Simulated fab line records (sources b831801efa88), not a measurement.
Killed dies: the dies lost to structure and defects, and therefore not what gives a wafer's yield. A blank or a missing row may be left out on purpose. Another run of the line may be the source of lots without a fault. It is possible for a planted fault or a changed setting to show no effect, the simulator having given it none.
fab line records	flow gf180mcu	part 1 of 2: steps 1 to 25 of 36
[record] lots = 5	wafers = 15	last-day = 33
route steps=602 shown V5@559 TOP_METAL@567 PASSIVATION@587
lots that met no fault: from a run of the same line without faults
start-h: hours from the record's opening day to when the first of the lot's shown wafers began	wait-h: hours from the lot's prior step to this one	" repeats the value in the row above	L1.1+2: a single row standing in for several wafers	- either no value or no given start	* or withheld: withheld	< > ~ a bound
route shown NAME@n: names a module that has steps shown in the file, with the first one's number in the route	usual: the fault-free wafers' mean and standard deviation	same: alike in all rows	chamber/n: place in a boat	sites: readings site by site	_std_site: the standard deviation of these	_edge_site: inner sites' mean taken away from outer sites' mean	radius-mm: how far each site lies from the wafer's centre	mask NAME#n: copy n	behind: the tool/chamber that last shaped the wafer	hold: reason for holding the lot/hours on hold/outcome of the hold	device: whichever transistor did not switch (one of n, p or np)	end of line: the tests these same wafers got at the end of their route	for a step that has no rows: nothing shown but its recipe	killed: count of dies lost to structure and defects at first sort (not the wafer's yield)	map: a wafer's dies, marking killed ones x, the rest . and places with no die _
set.NAME: setting as actually run; set.NAME@STEP: the setting as run at that earlier step	model.NAME: the simulator's own value behind a step, which no gauge read
lots at some steps of the route; a table a step, a row a wafer
services: when a tool's chamber went out of use (start-h, in hours from the record's first day, below 0 if earlier), for how many hours, and the reason
[[steps]]
[step GF_V5_STRIP_19]
[recipe] chemistry = post-etch-residue-remover	time-s = 1200	temp-c = 72.5
[usual] bath-heat-duty-pct = 13.9/1.1
lot.wafer	tool	chamber	start-h	wait-h	bath-heat-duty-pct
L082.1	wet-bench-01	2	691.68	0.1	16.4
L082.2	"	2	"	"	15.7
L082.6	"	2	"	"	14.9
L083.1	wet-bench-03	3	696.93	0.1	13.6
L083.2	"	3	"	"	14.9
L083.4	"	3	"	"	13.6
L087.2	wet-bench-01	0	726.46	0.1	13.0
L087.5	"	0	"	"	12.4
L087.6	"	0	"	"	13.6
L088.1	wet-bench-01	3	732.33	0.1	13.1
L088.2	"	3	"	"	13.2
L088.3	"	3	"	"	12.6
L095.4	wet-bench-03	3	767.54	0.0	14.5
L095.5	"	3	"	"	14.6
L095.6	"	3	"	"	15.6
[step GF_V5_CLEAN_20]
[recipe] chemistry = DIW	dry = n2-spin
lot.wafer	tool	chamber	start-h	wait-h
L082.1+2+6	wet-bench-03	2	692.02	0.0
L083.1+2+4	wet-bench-02	2	697.27	0.0
L087.2+5+6	wet-bench-03	3	726.81	0.0
L088.1+2+3	wet-bench-03	3	732.67	0.0
L095.4+5+6	wet-bench-03	2	767.88	0.0
[step GF_V5_SPUTTER_21]
[recipe] material = Ti	target-thk-nm = 15	chamber-pressure-pa = 5	power-w = 2500	substrate-temp-c = 200	time-s = 80.02
[usual] throttle-valve-pct = 29.7/0.71
lot.wafer	tool	chamber	start-h	wait-h	throttle-valve-pct
L082.1	pvd-sputter-02	-	692.11	0.0	28.7
L082.2	"	-	"	"	31.0
L082.6	"	-	"	"	30.5
L083.1	pvd-sputter-04	-	697.36	0.0	29.1
L083.2	"	-	"	"	29.4
L083.4	"	-	"	"	29.2
L087.2	pvd-sputter-04	-	726.90	0.0	29.0
L087.5	"	-	"	"	30.7
L087.6	"	-	"	"	29.8
L088.1	pvd-sputter-02	-	732.77	0.0	30.6
L088.2	"	-	"	"	28.6
L088.3	"	-	"	"	29.3
L095.4	pvd-sputter-04	-	767.98	0.0	30.9
L095.5	"	-	"	"	30.4
L095.6	"	-	"	"	29.5
[step GF_V5_SPUTTER_22]
[recipe] material = TiN	target-thk-nm = 10	chamber-pressure-pa = 5	power-w = 4000	time-s = 40
[usual] throttle-valve-pct = 29.7/0.72
lot.wafer	tool	chamber	start-h	wait-h	throttle-valve-pct
L082.1	pvd-sputter-02	-	692.17	0.0	28.8
L082.2	"	-	"	"	31.2
L082.6	"	-	"	"	31.1
L083.1	pvd-sputter-04	-	697.42	0.0	28.9
L083.2	"	-	"	"	29.4
L083.4	"	-	"	"	29.0
L087.2	pvd-sputter-04	-	726.96	0.0	29.6
L087.5	"	-	"	"	30.4
L087.6	"	-	"	"	29.2
L088.1	pvd-sputter-02	-	732.83	0.0	29.9
L088.2	"	-	"	"	28.4
L088.3	"	-	"	"	29.1
L095.4	pvd-sputter-04	-	768.04	0.0	31.0
L095.5	"	-	"	"	30.6
L095.6	"	-	"	"	29.6
[step GF_V5_CVD_23]
[recipe] material = W	target-thk-nm = 350	time-s = 104.9	temp-c = 400	pressure-torr = 40
[usual] heater-power-outer-w = 514/59	heater-power-w = 860/78
lot.wafer	tool	chamber	start-h	wait-h	heater-power-outer-w	heater-power-w	since-wet-clean-h
L082.1	cvd-w-01	0	692.21	0.0	489	822	788
L082.2	"	1	"	"	533	862	788
L082.6	"	0	"	"	493	805	-
L083.1	cvd-w-02	0	697.57	0.1	432	776	294
L083.2	"	1	"	"	619	1008	294
L083.4	"	0	"	"	431	792	-
L087.2	cvd-w-01	0	727.00	0.0	494	795	823
L087.5	"	0	"	"	487	814	-
L087.6	"	1	"	"	522	883	-
L088.1	cvd-w-02	0	732.87	0.0	432	796	329
L088.2	"	1	"	"	611	990	329
L088.3	"	1	"	"	592	990	-
L095.4	cvd-w-01	1	768.11	0.1	535	877	-
L095.5	"	0	"	"	474	793	-
L095.6	"	1	"	"	533	879	-
[step GF_V5_RS_MEAS_24]
[recipe] thk-meas-gauge = four-point-probe	reads = W_of_V5_CVD_23+TiN_of_V5_SPUTTER_22+Ti_of_V5_SPUTTER_21
[usual] V5_W_RS = 0.327/0.0034
lot.wafer	tool	chamber	start-h	wait-h	V5_W_RS[ohm/sq]
L082.1	film-metro-01	-	692.32	0.1	0.324
L082.2	"	-	"	"	0.327
L082.6	"	-	"	"	0.322
L083.1	film-metro-02	-	697.68	0.1	0.330
L083.2	"	-	"	"	0.324
L083.4	"	-	"	"	0.327
L087.2	film-metro-04	-	727.13	0.1	0.326
L087.5	"	-	"	"	0.327
L087.6	"	-	"	"	0.328
L088.1	film-metro-02	-	732.98	0.1	0.327
L088.2	"	-	"	"	0.322
L088.3	"	-	"	"	0.324
L095.4	film-metro-04	-	768.25	0.1	0.332
L095.5	"	-	"	"	0.325
L095.6	"	-	"	"	0.333
[step GF_V5_THK_MEAS_25]
[recipe] thk-meas-gauge = xrf	reads = W_of_V5_CVD_23
[usual] V5_W_THK = 342/5.2
lot.wafer	tool	chamber	start-h	wait-h	V5_W_THK[nm]
L082.1	film-metro-01	-	692.44	0.1	345
L082.2	"	-	"	"	343
L082.6	"	-	"	"	349
L083.1	film-metro-02	-	697.80	0.1	342
L083.2	"	-	"	"	348
L083.4	"	-	"	"	346
L087.2	film-metro-04	-	727.24	0.1	337
L087.5	"	-	"	"	335
L087.6	"	-	"	"	335
L088.1	film-metro-02	-	733.10	0.1	346
L088.2	"	-	"	"	353
L088.3	"	-	"	"	351
L095.4	film-metro-04	-	768.34	0.1	334
L095.5	"	-	"	"	341
L095.6	"	-	"	"	333
[step GF_V5_CMP_26]
[recipe] stop-on = SiO2	down-force-psi = 3.5	platen-rpm = 60	t-overpolish-s = 15	target-thk-nm = 0	pad-velocity-m-s = 0.94248
[usual] motor-current-A = 11.1/0.65	overpolish-run-s = 15.000/0.0092	time-to-endpoint-s = 84.6/2.6
lot.wafer	tool	chamber	start-h	wait-h	motor-current-A	overpolish-run-s	time-to-endpoint-s
L082.2	cmp-01	1	692.50	0.0	10.3	15.005	85.4
L082.1	"	3	"	"	11.2	14.998	83.9
L082.6	"	1	"	"	10.6	15.001	87.3
L083.4	cmp-01	0	697.86	0.0	11.3	14.999	86.5
L083.1	"	1	"	"	10.5	15.006	86.0
L083.2	"	2	"	"	10.9	15.003	83.2
L087.2	cmp-01	1	727.29	0.0	10.5	14.999	82.9
L087.5	"	1	"	"	11.1	14.999	81.5
L087.6	"	2	"	"	11.0	15.010	81.2
L088.3	cmp-01	3	733.16	0.0	11.3	14.994	80.2
L088.2	"	1	"	"	10.7	14.993	84.7
L088.1	"	2	"	"	11.9	14.991	80.5
L095.4	cmp-02	3	768.52	0.2	10.8	15.003	87.9
L095.6	"	0	"	"	10.9	15.005	86.3
L095.5	"	1	"	"	11.4	14.988	86.7
[step GF_TOP_METAL_SPUTTER_00]
[recipe] material = Ti	target-thk-nm = 37.5	arriving-ion-energy-ev = 80	substrate-temp-c = 200	chamber-pressure-pa = 2	power-w = 4000	time-s = 150
[usual] throttle-valve-pct = 29.6/0.72
lot.wafer	tool	chamber	start-h	wait-h	throttle-valve-pct
L082.1	pvd-sputter-01	-	692.80	0.1	30.5
L082.2	"	-	"	"	29.3
L082.6	"	-	"	"	28.7
L083.1	pvd-sputter-01	-	698.16	0.2	29.4
L083.2	"	-	"	"	30.6
L083.4	"	-	"	"	28.7
L087.2	pvd-sputter-03	-	727.59	0.2	29.4
L087.5	"	-	"	"	29.4
L087.6	"	-	"	"	29.7
L088.1	pvd-sputter-03	-	733.46	0.1	30.5
L088.2	"	-	"	"	29.2
L088.3	"	-	"	"	29.8
L095.4	pvd-sputter-02	-	768.67	0.1	31.0
L095.5	"	-	"	"	28.7
L095.6	"	-	"	"	31.0
[step GF_TOP_METAL_SPUTTER_01]
[recipe] material = TiN	target-thk-nm = 30	power-w = 6500	time-s = 25	chamber-pressure-pa = 0.4
[usual] throttle-valve-pct = 29.7/0.71
lot.wafer	tool	chamber	start-h	wait-h	throttle-valve-pct
L082.1	pvd-sputter-01	-	692.90	0.1	30.5
L082.2	"	-	"	"	29.3
L082.6	"	-	"	"	28.8
L083.1	pvd-sputter-01	-	698.26	0.1	29.3
L083.2	"	-	"	"	30.6
L083.4	"	-	"	"	28.7
L087.2	pvd-sputter-03	-	727.69	0.1	29.9
L087.5	"	-	"	"	29.3
L087.6	"	-	"	"	29.9
L088.1	pvd-sputter-03	-	733.56	0.1	30.5
L088.2	"	-	"	"	28.8
L088.3	"	-	"	"	29.8
L095.4	pvd-sputter-02	-	768.77	0.1	30.9
L095.5	"	-	"	"	29.0
L095.6	"	-	"	"	30.7
[step GF_TOP_METAL_SPUTTER_02]
[recipe] material = AlCu	target-thk-nm = 900	power-w = 10600	chamber-pressure-pa = 0.3	substrate-temp-c = 250	gas = Ar	time-s = 47.82
[usual] throttle-valve-pct = 29.7/0.73
lot.wafer	tool	chamber	start-h	wait-h	throttle-valve-pct
L082.1	pvd-sputter-01	-	692.93	0.0	30.6
L082.2	"	-	"	"	29.2
L082.6	"	-	"	"	28.7
L083.1	pvd-sputter-01	-	698.29	0.0	29.0
L083.2	"	-	"	"	30.6
L083.4	"	-	"	"	28.6
L087.2	pvd-sputter-03	-	727.72	0.0	29.3
L087.5	"	-	"	"	29.4
L087.6	"	-	"	"	30.0
L088.1	pvd-sputter-03	-	733.59	0.0	30.6
L088.2	"	-	"	"	29.3
L088.3	"	-	"	"	29.9
L095.4	pvd-sputter-02	-	768.80	0.0	31.0
L095.5	"	-	"	"	28.8
L095.6	"	-	"	"	30.9
[step GF_TOP_METAL_SPUTTER_03]
[recipe] material = Ti	target-thk-nm = 5	substrate-temp-c = 300	chamber-pressure-pa = 0.3	power-w = 3000	time-s = 3.3
[usual] throttle-valve-pct = 29.7/0.73
lot.wafer	tool	chamber	start-h	wait-h	throttle-valve-pct
L082.1	pvd-sputter-01	-	692.98	0.0	30.7
L082.2	"	-	"	"	28.9
L082.6	"	-	"	"	28.7
L083.1	pvd-sputter-01	-	698.33	0.0	29.5
L083.2	"	-	"	"	30.5
L083.4	"	-	"	"	28.6
L087.2	pvd-sputter-03	-	727.76	0.0	29.9
L087.5	"	-	"	"	29.3
L087.6	"	-	"	"	29.8
L088.1	pvd-sputter-03	-	733.63	0.0	30.6
L088.2	"	-	"	"	29.2
L088.3	"	-	"	"	29.7
L095.4	pvd-sputter-02	-	768.84	0.0	30.8
L095.5	"	-	"	"	28.8
L095.6	"	-	"	"	31.0
[step GF_TOP_METAL_SPUTTER_04]
[recipe] material = TiN	target-thk-nm = 25	power-w = 6500	time-s = 20.8	chamber-pressure-pa = 0.4
[usual] throttle-valve-pct = 29.7/0.71
lot.wafer	tool	chamber	start-h	wait-h	throttle-valve-pct
L082.1	pvd-sputter-01	-	692.99	0.0	30.4
L082.2	"	-	"	"	29.5
L082.6	"	-	"	"	28.5
L083.1	pvd-sputter-01	-	698.35	0.0	29.7
L083.2	"	-	"	"	30.9
L083.4	"	-	"	"	28.6
L087.2	pvd-sputter-03	-	727.78	0.0	29.8
L087.5	"	-	"	"	29.5
L087.6	"	-	"	"	29.7
L088.1	pvd-sputter-03	-	733.65	0.0	30.6
L088.2	"	-	"	"	29.4
L088.3	"	-	"	"	29.6
L095.4	pvd-sputter-02	-	768.86	0.0	31.0
L095.5	"	-	"	"	28.7
L095.6	"	-	"	"	30.9
[step GF_TOP_METAL_RS_MEAS_05]
[recipe] thk-meas-gauge = four-point-probe	reads = TiN_of_TOP_METAL_SPUTTER_04+Ti_of_TOP_METAL_SPUTTER_03+AlCu_of_TOP_METAL_SPUTTER_02+TiN_of_TOP_METAL_SPUTTER_01+Ti_of_TOP_METAL_SPUTTER_00
[usual] TOP_METAL_ALCU_RS = 0.0330/0.00031
lot.wafer	tool	chamber	start-h	wait-h	TOP_METAL_ALCU_RS[ohm/sq]
L082.1	film-metro-04	-	693.02	0.0	0.0327
L082.2	"	-	"	"	0.0328
L082.6	"	-	"	"	0.0325
L083.1	film-metro-04	-	698.38	0.0	0.0335
L083.2	"	-	"	"	0.0334
L083.4	"	-	"	"	0.0333
L087.2	film-metro-04	-	727.83	0.0	0.0329
L087.5	"	-	"	"	0.0329
L087.6	"	-	"	"	0.0328
L088.1	film-metro-02	-	733.68	0.0	0.0329
L088.2	"	-	"	"	0.0329
L088.3	"	-	"	"	0.0330
L095.4	film-metro-02	-	768.95	0.1	0.0334
L095.5	"	-	"	"	0.0331
L095.6	"	-	"	"	0.0332
[step GF_TOP_METAL_THK_MEAS_06]
[recipe] thk-meas-gauge = xrf	reads = AlCu_of_TOP_METAL_SPUTTER_02
[usual] TOP_METAL_ALCU_THK = 908/12
lot.wafer	tool	chamber	start-h	wait-h	TOP_METAL_ALCU_THK[nm]
L082.1	film-metro-04	-	693.14	0.1	920
L082.2	"	-	"	"	922
L082.6	"	-	"	"	926
L083.1	film-metro-04	-	698.50	0.1	892
L083.2	"	-	"	"	898
L083.4	"	-	"	"	892
L087.2	film-metro-04	-	727.94	0.1	914
L087.5	"	-	"	"	912
L087.6	"	-	"	"	917
L088.1	film-metro-02	-	733.80	0.1	905
L088.2	"	-	"	"	899
L088.3	"	-	"	"	903
L095.4	film-metro-02	-	769.04	0.1	894
L095.5	"	-	"	"	898
L095.6	"	-	"	"	901
[step GF_TOP_METAL_DEHYDRATE_07]
[recipe] temp-c = 200	time-s = 60
[usual] plate-temp-C = 199.98/0.16
lot.wafer	tool	chamber	start-h	wait-h	plate-temp-C
L082.1	litho-track-01	0	701.56	8.4	199.96
L082.2	"	0	"	"	200.08
L082.6	"	0	"	"	200.00
L083.1	litho-track-03	0	707.12	8.6	199.85
L083.2	"	0	"	"	200.12
L083.4	"	0	"	"	200.19
L087.2	litho-track-04	0	735.88	7.9	200.19
L087.5	"	0	"	"	199.88
L087.6	"	0	"	"	200.20
L088.1	litho-track-03	0	741.97	8.2	200.20
L088.2	"	0	"	"	199.84
L088.3	"	0	"	"	200.01
L095.4	litho-track-01	0	776.48	7.4	199.87
L095.5	"	0	"	"	199.95
L095.6	"	0	"	"	199.98
[step GF_TOP_METAL_HMDS_08]
[recipe] prime-time-s = 60	prime-temp-c = 120
lot.wafer	tool	chamber	start-h	wait-h
L082.1+2+6	litho-track-01	0	701.71	0.1
L083.1+2+4	litho-track-03	0	707.27	0.1
L087.2+5+6	litho-track-04	0	736.03	0.1
L088.1+2+3	litho-track-03	0	742.12	0.1
L095.4+5+6	litho-track-01	0	776.63	0.1
[step GF_TOP_METAL_COAT_09]
[recipe] resist = NOVOLAK	spin-rpm = 3000	resist-thk-nm = 1500
[usual] dispense-pressure-kPa = 51.5/1.8
lot.wafer	tool	chamber	start-h	wait-h	dispense-pressure-kPa
L082.1	litho-track-01	0	701.86	0.1	53.2
L082.2	"	0	"	"	53.3
L082.6	"	0	"	"	53.3
L083.1	litho-track-03	0	707.42	0.1	48.7
L083.2	"	0	"	"	48.7
L083.4	"	0	"	"	48.7
L087.2	litho-track-04	0	736.18	0.1	50.8
L087.5	"	0	"	"	50.8
L087.6	"	0	"	"	50.8
L088.1	litho-track-03	0	742.27	0.1	48.7
L088.2	"	0	"	"	48.8
L088.3	"	0	"	"	48.8
L095.4	litho-track-01	0	776.78	0.1	53.3
L095.5	"	0	"	"	53.2
L095.6	"	0	"	"	53.2
[step GF_TOP_METAL_SOFTBAKE_10]
[recipe] temp-c = 90	time-s = 60	resist = NOVOLAK
[usual] plate-temp-C = 90.03/0.14
lot.wafer	tool	chamber	start-h	wait-h	plate-temp-C
L082.1	litho-track-01	0	702.01	0.1	90.01
L082.2	"	0	"	"	89.95
L082.6	"	0	"	"	89.97
L083.1	litho-track-03	0	707.57	0.1	90.05
L083.2	"	0	"	"	89.96
L083.4	"	0	"	"	90.08
L087.2	litho-track-04	0	736.33	0.1	89.96
L087.5	"	0	"	"	90.01
L087.6	"	0	"	"	90.11
L088.1	litho-track-03	0	742.42	0.1	90.12
L088.2	"	0	"	"	90.04
L088.3	"	0	"	"	89.98
L095.4	litho-track-01	0	776.93	0.1	90.06
L095.5	"	0	"	"	89.90
L095.6	"	0	"	"	90.11
[step GF_TOP_METAL_EXPOSE_11]
[recipe] mask-id = MetalTop	target-cd-nm = 440	na = 0.6	source-shape = conventional	sigma-outer = 0.6	dose-mj = 170
[usual] focus-offset-nm = 0.0/0.51
lot.wafer	tool	chamber	start-h	wait-h	mask	focus-offset-nm
L082.1	iline-stepper-02	0	-	-	MetalTop#0	0.0
L082.2	"	0	"	"	MetalTop#0	-0.5
L082.6	"	0	"	"	MetalTop#0	0.0
L083.1	iline-stepper-01	0	-	-	MetalTop#0	-1.0
L083.2	"	0	"	"	MetalTop#0	-0.8
L083.4	"	0	"	"	MetalTop#0	-0.3
L087.2	iline-stepper-01	0	-	-	MetalTop#0	0.9
L087.5	"	0	"	"	MetalTop#0	0.2
L087.6	"	0	"	"	MetalTop#0	0.8
L088.1	iline-stepper-01	0	-	-	MetalTop#0	0.6
L088.2	"	0	"	"	MetalTop#0	0.4
L088.3	"	0	"	"	MetalTop#0	0.6
L095.4	iline-stepper-01	0	-	-	MetalTop#0	0.3
L095.5	"	0	"	"	MetalTop#0	0.8
L095.6	"	0	"	"	MetalTop#0	0.6
[step GF_TOP_METAL_PEB_12]
[recipe] temp-c = withheld	time-s = *	resist = NOVOLAK
lot.wafer	tool	chamber	start-h	wait-h
L082.1+2+6	litho-track-01	0	-	-
L083.1+2+4	litho-track-03	0	-	-
L087.2+5+6	litho-track-01	0	-	-
L088.1+2+3	litho-track-04	0	-	-
L095.4+5+6	litho-track-04	0	-	-
[step GF_TOP_METAL_DEVELOP_13]
[recipe] develop-time-s = 60	dev-temp-c = 23
lot.wafer	tool	chamber	start-h	wait-h
L082.1+2+6	litho-track-01	0	710.61	0.1
L083.1+2+4	litho-track-03	0	716.17	0.1
L087.2+5+6	litho-track-01	0	744.63	0.1
L088.1+2+3	litho-track-04	0	750.55	0.1
L095.4+5+6	litho-track-04	0	784.38	0.1
[step GF_TOP_METAL_CD_MEAS_14]
[recipe] target-cd-nm = 440
[usual] cd-nm = 440.5/2
lot.wafer	tool	chamber	start-h	wait-h	cd-nm
L082.1	cd-sem-02	-	710.76	0.1	438.9
L082.2	"	-	"	"	440.0
L082.6	"	-	"	"	438.9
L083.1	cd-sem-01	-	716.32	0.1	442.3
L083.2	"	-	"	"	442.5
L083.4	"	-	"	"	439.2
L087.2	cd-sem-02	-	744.77	0.1	440.3
L087.5	"	-	"	"	440.2
L087.6	"	-	"	"	437.6
L088.1	cd-sem-02	-	750.70	0.1	441.6
L088.2	"	-	"	"	441.0
L088.3	"	-	"	"	441.4
L095.4	cd-sem-02	-	784.51	0.1	438.7
L095.5	"	-	"	"	437.8
L095.6	"	-	"	"	435.5
[step GF_TOP_METAL_OVL_MEAS_15]
[usual] TOP_METAL_OVL = -0.3/1.3
lot.wafer	tool	chamber	start-h	wait-h	TOP_METAL_OVL[nm]
L082.1	overlay-02	-	710.88	0.1	0.4
L082.2	"	-	"	"	1.0
L082.6	"	-	"	"	1.0
L083.1	overlay-01	-	716.44	0.1	-0.1
L083.2	"	-	"	"	-0.8
L083.4	"	-	"	"	-0.6
L087.2	overlay-02	-	744.88	0.1	-0.3
L087.5	"	-	"	"	-2.6
L087.6	"	-	"	"	-0.9
L088.1	overlay-02	-	750.82	0.1	-1.9
L088.2	"	-	"	"	-0.6
L088.3	"	-	"	"	-1.6
L095.4	overlay-01	-	784.59	0.1	-1.0
L095.5	"	-	"	"	-0.3
L095.6	"	-	"	"	0.0
[step GF_TOP_METAL_METAL_ETCH_16]
[recipe] chemistry = Cl2/BCl3	mask-material = NOVOLAK	target-depth-nm = 1197	stop-on = SiO2	pressure-mtorr = 8	icp-w = 800	bias-w = 140	Cl2_flow_sccm = 80	bcl3-flow-sccm = 40	time-s = 199.5
[usual] drypump-motor-current-A = 5.8/0.4	oes-product-au = 0.991/0.0054	throttle-valve-pct = 28.228/0.0099
lot.wafer	tool	chamber	start-h	wait-h	drypump-motor-current-A	oes-product-au	rf-hours-counter-h	throttle-valve-pct
L082.1	rie-metal-02	1	710.91	0.0	6.0	0.992	6	28.230
L082.2	"	0	"	"	5.4	0.990	10	28.252
L082.6	"	1	"	"	6.0	0.984	-	28.218
L083.1	rie-metal-04	1	716.47	0.0	5.6	0.995	15	28.215
L083.2	"	0	"	"	6.2	0.993	2	28.218
L083.4	"	0	"	"	6.2	0.989	-	28.227
L087.2	rie-metal-04	1	744.91	0.0	5.6	0.993	16	28.223
L087.5	"	1	"	"	5.6	0.997	-	28.221
L087.6	"	0	"	"	6.2	1.001	-	28.220
L088.1	rie-metal-04	0	750.86	0.0	6.2	0.986	4	28.228
L088.2	"	0	"	"	6.2	0.991	-	28.226
L088.3	"	0	"	"	6.2	0.991	-	28.231
L095.4	rie-metal-02	0	784.67	0.1	5.4	0.973	-	28.238
L095.5	"	0	"	"	5.4	0.991	-	28.226
L095.6	"	1	"	"	6.0	1.000	-	28.233
